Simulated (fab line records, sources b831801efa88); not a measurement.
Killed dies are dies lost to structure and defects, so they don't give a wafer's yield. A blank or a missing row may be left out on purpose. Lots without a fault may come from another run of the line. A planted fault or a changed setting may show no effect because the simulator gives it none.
Split-lot experiment | flow gf180mcu | 5 lots, 27 wafers read, on a route of 602 steps

THE SPLIT
At GF_MIM_SPUTTER_01 (material TiN, target thk 30 nm, time 25 s), the setting time_s was moved away from the recipe's 25 s on 12 of the 27 wafers read, by -39.7% to +54.8%. The other wafers ran this setting at the recipe's value.

The reading is taken at the split's own step.

THE READING
TiN_of_MIM_SPUTTER_01.thk_nm (the simulator's own value, which no gauge read), in nm, at GF_MIM_SPUTTER_01 (material TiN, target thk 30 nm, time 25 s). The file gives no usual value for it. The 15 wafers here that ran the recipe average 30.20 nm, standard deviation 0.2 nm.

wafer  | tool, chamber at the split | time_s as run, s | against the recipe | TiN_of_MIM_SPUTTER_01.thk_nm, nm | against lot-mates on the recipe
L074.1 | pvd_sputter-01, -          | 25               | recipe             | 30.05                            | -
L074.2 | pvd_sputter-01, -          | 25               | recipe             | 30.14                            | -
L074.3 | pvd_sputter-01, -          | 33.69            | +34.8%             | 40.43                            | +10.14
L074.4 | pvd_sputter-01, -          | 25               | recipe             | 30.69                            | -
L074.5 | pvd_sputter-01, -          | 33.69            | +34.8%             | 40.83                            | +10.54
L074.6 | pvd_sputter-01, -          | 33.69            | +34.8%             | 40.33                            | +10.04
L078.1 | pvd_sputter-01, -          | 25               | recipe             | 29.84                            | -
L078.2 | pvd_sputter-01, -          | 15.07            | -39.7%             | 18.9                             | -11.11
L078.3 | pvd_sputter-01, -          | 25               | recipe             | 30.17                            | -
L078.4 | pvd_sputter-01, -          | 25               | recipe             | 30.03                            | -
L078.5 | pvd_sputter-01, -          | 15.07            | -39.7%             | 18.78                            | -11.23
L078.6 | pvd_sputter-01, -          | 15.07            | -39.7%             | 18.45                            | -11.56
L079.2 | pvd_sputter-03, -          | 25               | recipe             | 30.01                            | -
L079.4 | pvd_sputter-03, -          | 25               | recipe             | 30.48                            | -
L079.6 | pvd_sputter-03, -          | 25               | recipe             | 30.22                            | -
L082.1 | pvd_sputter-02, -          | 16.68            | -33.3%             | 20.3                             | -9.99
L082.2 | pvd_sputter-02, -          | 16.68            | -33.3%             | 20.34                            | -9.95
L082.3 | pvd_sputter-02, -          | 16.68            | -33.3%             | 20.21                            | -10.08
L082.4 | pvd_sputter-02, -          | 25               | recipe             | 30.32                            | -
L082.5 | pvd_sputter-02, -          | 25               | recipe             | 30.32                            | -
L082.6 | pvd_sputter-02, -          | 25               | recipe             | 30.23                            | -
L084.1 | pvd_sputter-02, -          | 25               | recipe             | 30.11                            | -
L084.2 | pvd_sputter-02, -          | 38.71            | +54.8%             | 46.69                            | +16.54
L084.3 | pvd_sputter-02, -          | 25               | recipe             | 30.15                            | -
L084.4 | pvd_sputter-02, -          | 25               | recipe             | 30.19                            | -
L084.5 | pvd_sputter-02, -          | 38.71            | +54.8%             | 46.42                            | +16.27
L084.6 | pvd_sputter-02, -          | 38.71            | +54.8%             | 46.56                            | +16.41

THE FIT
A straight line over all 27 wafers: TiN_of_MIM_SPUTTER_01.thk_nm changes by +0.296 nm for each +1% of time_s; r = +1.00; the points scatter about the line by 0.21 nm.
The same after taking each lot's own level away (the mean of its wafers on the recipe; 27 wafers): +0.295 nm for each +1%; r = +1.00; scatter 0.24 nm.
On that fit, the largest move of time_s shifts the reading by 16 nm.
The lots' own levels span 30.013 to 30.293 nm, that is 1.4 times the standard deviation above.
So the lot-to-lot level changes the slope little: the two slopes agree.
Check: with one of the wafers moved furthest among these (+54.8%) left out of the fit, the line predicts +16.2 nm for it against its lot-mates. It came out at +16.5 nm against them.

OTHER SPLITS ON THESE WAFERS
These wafers also went through other splits before the reading. Each is held against what the fit with the lots' levels taken away leaves over:
other split on the same wafers   | wafers away from the commonest value | r with TiN_of_MIM_SPUTTER_01.thk_nm (lot level and that fit taken away)
GF_POLY_GATE_ETCH_13 time_s      | 12                                   | +0.15
GF_PSD_DEVELOP_06 develop_time_s | 6                                    | -0.13
GF_SAB_DEVELOP_08 develop_time_s | 9                                    | +0.31
GF_V1_CVD_02 time_s              | 6                                    | -0.01
GF_M2_SPUTTER_02 time_s          | 9                                    | +0.38
GF_V2_SPUTTER_22 time_s          | 6                                    | +0.01
GF_V3_SPUTTER_22 time_s          | 12                                   | -0.24

THE FILE'S OWN FIT
TiN_of_MIM_SPUTTER_01.thk_nm changes by +0.295 nm for each +1% of time_s, r = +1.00.
